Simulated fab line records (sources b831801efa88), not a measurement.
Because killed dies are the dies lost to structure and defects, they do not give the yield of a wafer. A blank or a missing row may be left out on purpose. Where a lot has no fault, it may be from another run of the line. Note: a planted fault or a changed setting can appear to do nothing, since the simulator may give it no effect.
2 desks looking at one fault + flow sky130 + every desk sees just its own numbers, and what lay behind them comes last

== AT THE METROLOGY DESK ==
What the gauges read for every lot (on any tool): the sampled wafers with a number, averaged. The brackets show how far a lot's mean lies from the usual mean; more than 4 standard deviations puts the lot out of limits, marked OUT.
Columns: A = LDD_HVP_OVL at SKY_LDD_HVP_OVL_MEAS_07, usual -1.3 nm; B = SD_N_TW at SKY_SD_N_TW_MEAS_12, usual 4002
| lot  | first seen here | A    | B                    |
|------|-----------------|------|----------------------|
| L432 | day 21 13:26    | -0.9 | 3938                 |
| L434 | day 22 17:14    | -1.0 | 3921                 |
| L436 | day 23 11:34    | -2.3 | 4037                 |
| L441 | day 24 20:14    | -1.8 | 30 (-99 or more) OUT |
| L442 | day 24 23:41    | -2.2 | 30 (-99 or more) OUT |
| L448 | day 27 06:37    | -2.7 | 3999                 |
| L449 | day 27 10:50    | -2.8 | 4028                 |
| L450 | day 28 00:02    | -0.7 | 4012                 |
| L451 | day 28 08:57    | -0.4 | 3991                 |
| L452 | day 28 13:08    | -3.7 | 3996                 |
This desk reports L441, L442 out of limits; the earliest was L441 at day 30 23:54 (SD_N_TW at SKY_SD_N_TW_MEAS_12). L432, L434, L436, L448, L449, L450, L451, L452: within limits.

== DESK OF THE TOOL OWNER: plasma asher-02 ==
The tool's own readings at SKY_RES_XHIGH_STRIP_08 (strips in O2/N2): means of the sampled wafers that have a number, for each lot that ran on this tool. The brackets show how far a lot's mean lies from the usual mean; more than 4 standard deviations puts the lot out of limits, marked OUT.
Columns: A = chamber pressure mTorr at SKY_RES_XHIGH_STRIP_08, usual 1500.0 mTorr; B = drypump motor current A at SKY_RES_XHIGH_STRIP_08, usual 6.01 A; C = oes product au at SKY_RES_XHIGH_STRIP_08, usual 0.711 a.u.; D = strip time to endpoint s at SKY_RES_XHIGH_STRIP_08, usual 14.27 s
| lot  | first seen here | A      | B    | C     | D     |
|------|-----------------|--------|------|-------|-------|
| L432 | day 26 16:53    | 1500.6 | 6.17 | 0.708 | 14.28 |
| L448 | day 32 02:31    | 1498.8 | 6.16 | 0.710 | 14.28 |
| L449 | day 32 06:56    | 1501.5 | 6.06 | 0.711 | 14.26 |
| L450 | day 32 19:08    | 1500.1 | 6.16 | 0.710 | 14.27 |
Result from this desk: across the 4 lots, nothing is out of limits.

== PUT TOGETHER ==
An alarm was possible from the metrology desk at day 30 23:54, on L441, L442.
The desk of the tool owner found nothing out of limits.
The tool owner's desk has no number on record for L441, L442.
All the named lots went through SKY_RES_XHIGH_STRIP_08 on plasma asher-02.

== WHAT THE SIMULATOR PUT IN ==
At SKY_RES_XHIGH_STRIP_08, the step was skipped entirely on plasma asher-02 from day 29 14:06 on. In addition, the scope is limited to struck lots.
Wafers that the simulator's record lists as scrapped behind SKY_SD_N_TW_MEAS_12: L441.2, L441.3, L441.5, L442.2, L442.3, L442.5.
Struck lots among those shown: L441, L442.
Delay in hours, fault start to first out-of-limits reading, per desk: metrology desk 34.
